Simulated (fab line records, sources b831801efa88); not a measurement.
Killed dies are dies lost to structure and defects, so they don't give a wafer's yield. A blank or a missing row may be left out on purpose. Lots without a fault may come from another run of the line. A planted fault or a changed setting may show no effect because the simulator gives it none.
Which tool did it? | flow gf180mcu | 24 lots, 72 wafers sampled, at 6 steps of a route of 602

WHAT THE GAUGES READ, wafer by wafer
GF_V4_CD_MEAS_14: target cd 260 nm.
lot  | measured     | on        | cd_nm (nm)
L074 | day 24 13:01 | cd_sem-02 | 258.6 257.8 259.4
L075 | day 24 18:50 | cd_sem-01 | 261.3 260.9 261.3
L076 | day 25 06:37 | cd_sem-02 | 261.1 261.4 261.7
L077 | day 25 14:16 | cd_sem-01 | 260.1 260.1 259.9
L078 | day 25 21:43 | cd_sem-01 | 261.7 261.1 260.6
L079 | day 26 04:43 | cd_sem-01 | 258.6 259.9 261.0
L080 | day 26 20:11 | cd_sem-02 | 259.1 259.6 259.6
L081 | day 27 07:02 | cd_sem-02 | 259.2 258.5 258.7
L082 | day 27 09:14 | cd_sem-01 | 263.3 263.1 262.1
L083 | day 27 15:02 | cd_sem-01 | 259.9 259.1 260.1
L084 | day 28 01:28 | cd_sem-02 | 260.6 260.0 259.9
L085 | day 28 02:19 | cd_sem-01 | 260.6 261.4 261.0
L086 | day 28 09:22 | cd_sem-02 | 259.8 259.5 259.7
L087 | day 28 20:19 | cd_sem-02 | 259.5 260.6 258.9
L088 | day 29 05:55 | cd_sem-01 | 257.6 256.8 256.0
L089 | day 29 10:02 | cd_sem-01 | 257.6 258.5 258.0
L090 | day 29 13:23 | cd_sem-01 | 258.8 257.5 257.5
L091 | day 29 23:17 | cd_sem-01 | 258.8 257.9 258.6
L092 | day 30 01:34 | cd_sem-02 | 259.3 259.3 259.9
L093 | day 30 10:05 | cd_sem-01 | 259.5 259.0 258.7
L094 | day 30 21:40 | cd_sem-01 | 261.7 260.2 259.0
L095 | day 30 23:47 | cd_sem-02 | 261.9 262.0 261.7
L096 | day 31 06:22 | cd_sem-01 | 261.7 259.5 259.3
L097 | day 31 11:34 | cd_sem-02 | 260.2 260.7 259.6

GF_PASSIVATION_THK_MEAS_03.
lot  | measured     | on            | PASSIVATION_CVD_02_THK (nm)
L074 | day 28 07:05 | film_metro-04 | 685 691 697
L075 | day 28 12:22 | film_metro-01 | 699 715 716
L076 | day 28 23:23 | film_metro-01 | 691 691 692
L077 | day 29 05:02 | film_metro-04 | 700 696 697
L078 | day 29 13:39 | film_metro-01 | 694 690 709
L079 | day 29 17:38 | film_metro-01 | 700 704 712
L080 | day 30 08:43 | film_metro-03 | 690 702 689
L081 | day 30 18:26 | film_metro-03 | 688 691 704
L082 | day 30 20:17 | film_metro-03 | 683 701 697
L083 | day 31 01:41 | film_metro-04 | 694 708 699
L084 | day 31 11:17 | film_metro-01 | 701 695 690
L085 | day 31 12:29 | film_metro-03 | 684 691 705
L086 | day 31 17:13 | film_metro-04 | 696 691 703
L087 | day 32 04:10 | film_metro-01 | 708 706 695
L088 | day 32 12:35 | film_metro-01 | 683 697 706
L089 | day 32 15:45 | film_metro-04 | 703 700 717
L090 | day 32 18:11 | film_metro-01 | 697 707 713
L091 | day 33 04:04 | film_metro-04 | 699 691 697
L092 | day 33 04:46 | film_metro-03 | 686 704 699
L093 | day 33 12:53 | film_metro-03 | 713 704 716
L094 | day 33 22:54 | film_metro-03 | 703 691 699
L095 | day 33 23:31 | film_metro-01 | 695 696 701
L096 | day 34 07:29 | film_metro-03 | 713 716 705
L097 | day 34 10:38 | film_metro-03 | 694 713 706

WHICH TOOL RAN EACH LOT (tool, then ch and the chambers of the sampled wafers, then the start)
lot  | GF_V3_SPUTTER_21             | GF_V4_CMP_26                  | GF_MIM_SPUTTER_08            | GF_TOP_METAL_METAL_ETCH_16
L074 | pvd_sputter-01, day 22 14:05 | cmp-02 ch 1,2, day 24 14:17   | pvd_sputter-03, day 24 14:53 | rie_metal-02 ch 0,1, day 28 05:56
L075 | pvd_sputter-04, day 22 19:51 | cmp-01 ch 1,3, day 24 20:06   | pvd_sputter-01, day 24 20:43 | rie_metal-03 ch 0,1, day 28 11:13
L076 | pvd_sputter-01, day 23 07:40 | cmp-02 ch 0,2, day 25 07:54   | pvd_sputter-04, day 25 08:31 | rie_metal-04 ch 0,1, day 28 22:14
L077 | pvd_sputter-02, day 23 15:59 | cmp-01 ch 0,2,3, day 25 15:29 | pvd_sputter-04, day 25 16:08 | rie_metal-02 ch 0,1, day 29 03:53
L078 | pvd_sputter-01, day 23 23:15 | cmp-02 ch 0,2,3, day 25 23:00 | pvd_sputter-01, day 25 23:34 | rie_metal-03 ch 0,1, day 29 12:29
L079 | pvd_sputter-04, day 24 07:29 | cmp-02 ch 0,2, day 26 06:02   | pvd_sputter-04, day 26 06:38 | rie_metal-04 ch 0,1, day 29 16:26
L080 | pvd_sputter-01, day 24 22:37 | cmp-02 ch 1,2,3, day 26 21:24 | pvd_sputter-01, day 26 22:04 | rie_metal-02 ch 0,1, day 30 07:34
L081 | pvd_sputter-02, day 25 11:01 | cmp-02 ch 0,2,3, day 27 08:14 | pvd_sputter-04, day 27 08:53 | rie_metal-04 ch 1, day 30 17:08
L082 | pvd_sputter-04, day 25 13:50 | cmp-02 ch 0,1, day 27 10:26   | pvd_sputter-03, day 27 11:05 | rie_metal-03 ch 0,1, day 30 19:07
L083 | pvd_sputter-04, day 25 19:20 | cmp-01 ch 0,1,2, day 27 16:19 | pvd_sputter-01, day 27 16:55 | rie_metal-02 ch 0,1, day 31 00:32
L084 | pvd_sputter-04, day 26 02:41 | cmp-02 ch 0,1,2, day 28 02:43 | pvd_sputter-04, day 28 03:22 | rie_metal-04 ch 0,1, day 31 10:08
L085 | pvd_sputter-02, day 26 06:59 | cmp-02 ch 1,2,3, day 28 03:41 | pvd_sputter-03, day 28 04:11 | rie_metal-02 ch 0,1, day 31 11:19
L086 | pvd_sputter-02, day 26 15:26 | cmp-02 ch 0,3, day 28 10:33   | pvd_sputter-04, day 28 11:13 | rie_metal-03 ch 0,1, day 31 16:02
L087 | pvd_sputter-02, day 27 02:27 | cmp-02 ch 0,1,3, day 28 21:34 | pvd_sputter-01, day 28 22:11 | rie_metal-02 ch 0,1, day 32 02:53
L088 | pvd_sputter-04, day 27 12:02 | cmp-01 ch 1,2,3, day 29 07:14 | pvd_sputter-03, day 29 07:48 | rie_metal-04 ch 0,1, day 32 11:26
L089 | pvd_sputter-01, day 27 16:08 | cmp-02 ch 0,1,3, day 29 11:17 | pvd_sputter-01, day 29 11:50 | rie_metal-02 ch 0,1, day 32 14:38
L090 | pvd_sputter-04, day 27 20:38 | cmp-02 ch 0,1,2, day 29 14:46 | pvd_sputter-01, day 29 15:23 | rie_metal-02 ch 0,1, day 32 17:01
L091 | pvd_sputter-01, day 28 06:59 | cmp-01 ch 0,1,3, day 30 00:31 | pvd_sputter-01, day 30 01:10 | rie_metal-03 ch 0,1, day 33 02:53
L092 | pvd_sputter-02, day 28 08:23 | cmp-02 ch 1,2,3, day 30 02:56 | pvd_sputter-01, day 30 03:26 | rie_metal-04 ch 0,1, day 33 03:32
L093 | pvd_sputter-02, day 28 17:59 | cmp-02 ch 1,2,3, day 30 11:27 | pvd_sputter-04, day 30 11:58 | rie_metal-02 ch 0,1, day 33 11:44
L094 | pvd_sputter-02, day 29 06:46 | cmp-02 ch 0,2, day 30 22:51   | pvd_sputter-04, day 30 23:31 | rie_metal-03 ch 0,1, day 33 21:44
L095 | pvd_sputter-01, day 29 07:34 | cmp-02 ch 0,3, day 31 01:03   | pvd_sputter-03, day 31 01:40 | rie_metal-02 ch 0,1, day 33 22:20
L096 | pvd_sputter-01, day 29 15:55 | cmp-02 ch 0,3, day 31 07:43   | pvd_sputter-03, day 31 08:23 | rie_metal-03 ch 0,1, day 34 06:18
L097 | pvd_sputter-02, day 29 21:20 | cmp-02 ch 0,2,3, day 31 12:48 | pvd_sputter-04, day 31 13:25 | rie_metal-02 ch 0,1, day 34 09:29
- GF_V3_SPUTTER_21: material Ti, target thk 15 nm, time 80.02 s.
- GF_V4_CMP_26: polishes, stops on SiO2, t overpolish 15 s, target thk 0 nm.
- GF_MIM_SPUTTER_08: material AlCu, target thk 200 nm, time 10.6 s.
- GF_TOP_METAL_METAL_ETCH_16: etches the open film in Cl2/BCl3, stops on SiO2, target depth 1197 nm, time 199.5 s.

WHAT THE TOOLS THEMSELVES READ (means of the sampled wafers that have a number; where no wafer has one, the mark that the record gives instead)
GF_V3_SPUTTER_21.
lot  | tool           | cathode_dc_power_W (W) | throttle_valve_pct (%)
L074 | pvd_sputter-01 | 2499.8                 | 30.0
L075 | pvd_sputter-04 | 2500.3                 | 30.6
L076 | pvd_sputter-01 | 2500.0                 | 30.0
L077 | pvd_sputter-02 | 2500.0                 | 29.9
L078 | pvd_sputter-01 | 2499.7                 | 30.7
L079 | pvd_sputter-04 | 2500.4                 | 30.5
L080 | pvd_sputter-01 | 2499.9                 | 29.5
L081 | pvd_sputter-02 | 2500.1                 | 29.5
L082 | pvd_sputter-04 | 2500.0                 | 29.9
L083 | pvd_sputter-04 | 2499.9                 | 30.0
L084 | pvd_sputter-04 | 2500.0                 | 30.1
L085 | pvd_sputter-02 | 2500.5                 | 30.1
L086 | pvd_sputter-02 | 2499.9                 | 29.5
L087 | pvd_sputter-02 | 2499.4                 | 29.8
L088 | pvd_sputter-04 | 2500.2                 | 30.1
L089 | pvd_sputter-01 | 2500.0                 | 29.9
L090 | pvd_sputter-04 | 2500.1                 | 30.1
L091 | pvd_sputter-01 | 2499.4                 | 29.5
L092 | pvd_sputter-02 | 2500.4                 | 29.7
L093 | pvd_sputter-02 | 2500.0                 | 29.8
L094 | pvd_sputter-02 | 2500.2                 | 29.9
L095 | pvd_sputter-01 | 2499.6                 | 29.0
L096 | pvd_sputter-01 | 2500.2                 | 29.0
L097 | pvd_sputter-02 | 2500.1                 | 30.2

GF_V4_CMP_26.
lot  | tool   | edge_zone_pressure_frac | motor_current_A (A) | overpolish_run_s (s) | time_to_endpoint_s (s)
L074 | cmp-02 | 1.005                   | 10.1                | 15.009               | 80
L075 | cmp-01 | 0.999                   | 11.6                | 14.999               | 88
L076 | cmp-02 | 0.998                   | 9.6                 | 14.998               | 79
L077 | cmp-01 | 1.001                   | 11.5                | 15.011               | 87
L078 | cmp-02 | 1.001                   | 10.5                | 15.005               | 79
L079 | cmp-02 | 1.002                   | 10.1                | 15.004               | 85
L080 | cmp-02 | 1.002                   | 10.3                | 15.005               | 77
L081 | cmp-02 | 1.002                   | 10.6                | 15.007               | 85
L082 | cmp-02 | 0.998                   | 10.4                | 15.007               | 80
L083 | cmp-01 | 1.002                   | 11.7                | 14.995               | 84
L084 | cmp-02 | 1.001                   | 10.3                | 15.001               | 81
L085 | cmp-02 | 1.000                   | 10.4                | 15.000               | 78
L086 | cmp-02 | 1.000                   | 11.3                | 15.003               | 87
L087 | cmp-02 | 1.003                   | 11.0                | 14.999               | 86
L088 | cmp-01 | 1.002                   | 11.8                | 15.002               | 81
L089 | cmp-02 | 0.998                   | 10.9                | 15.005               | 82
L090 | cmp-02 | 1.008                   | 9.8                 | 14.999               | 77
L091 | cmp-01 | 0.999                   | 11.4                | 14.999               | 88
L092 | cmp-02 | 0.998                   | 10.3                | 15.008               | 79
L093 | cmp-02 | 0.999                   | 9.9                 | 15.004               | 80
L094 | cmp-02 | 1.001                   | 9.7                 | 14.998               | 84
L095 | cmp-02 | 1.003                   | 11.2                | 15.004               | 84
L096 | cmp-02 | 0.999                   | 11.1                | 14.990               | 86
L097 | cmp-02 | 1.004                   | 10.5                | 14.996               | 82

GF_MIM_SPUTTER_08.
lot  | tool           | cathode_dc_power_W (W) | throttle_valve_pct (%)
L074 | pvd_sputter-03 | 10600                  | 31.2
L075 | pvd_sputter-01 | 10601                  | 30.1
L076 | pvd_sputter-04 | 10601                  | 30.1
L077 | pvd_sputter-04 | 10599                  | 29.8
L078 | pvd_sputter-01 | 10600                  | 31.0
L079 | pvd_sputter-04 | 10602                  | 29.8
L080 | pvd_sputter-01 | 10601                  | 29.8
L081 | pvd_sputter-04 | 10600                  | 29.8
L082 | pvd_sputter-03 | 10600                  | 30.9
L083 | pvd_sputter-01 | 10601                  | 30.2
L084 | pvd_sputter-04 | 10598                  | 30.0
L085 | pvd_sputter-03 | 10599                  | 29.4
L086 | pvd_sputter-04 | 10601                  | 30.2
L087 | pvd_sputter-01 | 10599                  | 30.4
L088 | pvd_sputter-03 | 10599                  | 30.5
L089 | pvd_sputter-01 | 10600                  | 29.5
L090 | pvd_sputter-01 | 10602                  | 30.4
L091 | pvd_sputter-01 | 10600                  | 30.4
L092 | pvd_sputter-01 | 10600                  | 30.0
L093 | pvd_sputter-04 | 10598                  | 29.7
L094 | pvd_sputter-04 | 10599                  | 30.2
L095 | pvd_sputter-03 | 10599                  | 29.2
L096 | pvd_sputter-03 | 10599                  | 31.0
L097 | pvd_sputter-04 | 10599                  | 30.3

GF_TOP_METAL_METAL_ETCH_16.
lot  | tool         | drypump_motor_current_A (A) | oes_product_au (a.u.) | throttle_valve_pct (%)
L074 | rie_metal-02 | 5.95                        | 0.995                 | 28.224
L075 | rie_metal-03 | 5.64                        | 1.000                 | 28.216
L076 | rie_metal-04 | 6.15                        | 0.977                 | 28.254
L077 | rie_metal-02 | 5.80                        | 0.992                 | 28.222
L078 | rie_metal-03 | 5.68                        | 0.995                 | 28.234
L079 | rie_metal-04 | 5.93                        | 0.974                 | 28.240
L080 | rie_metal-02 | 5.93                        | 0.995                 | 28.229
L081 | rie_metal-04 | 6.37                        | 0.975                 | 28.245
L082 | rie_metal-03 | 5.65                        | 0.995                 | 28.226
L083 | rie_metal-02 | 5.81                        | 0.997                 | 28.220
L084 | rie_metal-04 | 6.16                        | 0.978                 | 28.236
L085 | rie_metal-02 | 5.95                        | 0.992                 | 28.225
L086 | rie_metal-03 | 5.67                        | 0.996                 | 28.218
L087 | rie_metal-02 | 5.83                        | 0.993                 | 28.223
L088 | rie_metal-04 | 6.17                        | 0.982                 | 28.238
L089 | rie_metal-02 | 5.82                        | 0.998                 | 28.232
L090 | rie_metal-02 | 5.83                        | 0.995                 | 28.228
L091 | rie_metal-03 | 5.66                        | 0.998                 | 28.220
L092 | rie_metal-04 | 6.14                        | 0.988                 | 28.247
L093 | rie_metal-02 | 5.94                        | 0.994                 | 28.224
L094 | rie_metal-03 | 5.64                        | 0.993                 | 28.230
L095 | rie_metal-02 | 5.95                        | 0.994                 | 28.226
L096 | rie_metal-03 | 5.66                        | 0.998                 | 28.213
L097 | rie_metal-02 | 5.82                        | 0.996                 | 28.220

THE ANSWER, worked out from the rows above alone
Rule: what is usual is taken from the lots themselves. Put in order of their means at a reading, lots are off if they are a third of the lots or fewer, leave a main group of 4 or more, and stand apart from it by a gap of 3 or more times the standard deviation of the main group's means; of several such gaps the widest counts. A main group whose means are all the same, to the digits that the tables above print for the reading, isn't used. A lot without any number at a reading at which 4 lots or more have one is off too. The other lots that the step has rows for count as sound. The gauges are gone through in route order, then the tools' own readings, and for those a lot's mean is taken as printed above. The first step at which some lot is off is used, and at that step the reading that is off furthest; a lot without a number counts as furthest.
No lot is off at any reading shown: from this, nothing can be told.

WHAT THE SIMULATOR HAD PUT IN
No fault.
